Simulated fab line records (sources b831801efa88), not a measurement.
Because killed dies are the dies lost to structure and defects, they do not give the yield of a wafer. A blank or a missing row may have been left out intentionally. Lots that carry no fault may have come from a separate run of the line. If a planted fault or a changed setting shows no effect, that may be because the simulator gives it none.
The tool behind it: which one? | flow sky130 | 18 wafers sampled from 6 lots at 1 step of a route of 708

WHAT THE GAUGES SHOWED, per wafer
SKY_SONOS_ONO_CD_MEAS_13: the cd target is 410 nm.
lot  | measured     | on        | cd-nm (nm)
L942 | day 14 10:23 | cd-sem-02 | 405.2 403.6 404.7
L947 | day 15 04:42 | cd-sem-02 | 407.5 407.6 407.7
L949 | day 16 04:56 | cd-sem-02 | 408.5 408.9 408.8
L954 | day 17 21:14 | cd-sem-02 | 408.2 407.9 403.9
L956 | day 18 09:52 | cd-sem-02 | 412.9 411.7 410.1
L961 | day 20 13:17 | cd-sem-02 | 409.8 409.6 410.1

EACH LOT AND THE TOOL THAT RAN IT (in order: tool; ch and the chambers of the sampled wafers; start)
No process step before these readings appears in the record.

THE ANSWER, worked out from the rows above alone
Rule: usual is defined by the lots themselves. Put in order of their means at a reading, lots are off if they are a third of the lots or fewer, leave a main group of 4 or more, and stand apart from it by a gap of 3 or more times the standard deviation of the main group's means; of several such gaps the widest counts. The tables above print the reading to a certain number of digits; a main group whose means all agree to those digits is not used. Also off: a lot with no number at a reading for which 4 or more lots have one. The other lots that the step has rows for count as sound.
No lot is off on any of the readings shown, so nothing can be concluded from this.

WHAT WAS PUT IN BY THE SIMULATOR
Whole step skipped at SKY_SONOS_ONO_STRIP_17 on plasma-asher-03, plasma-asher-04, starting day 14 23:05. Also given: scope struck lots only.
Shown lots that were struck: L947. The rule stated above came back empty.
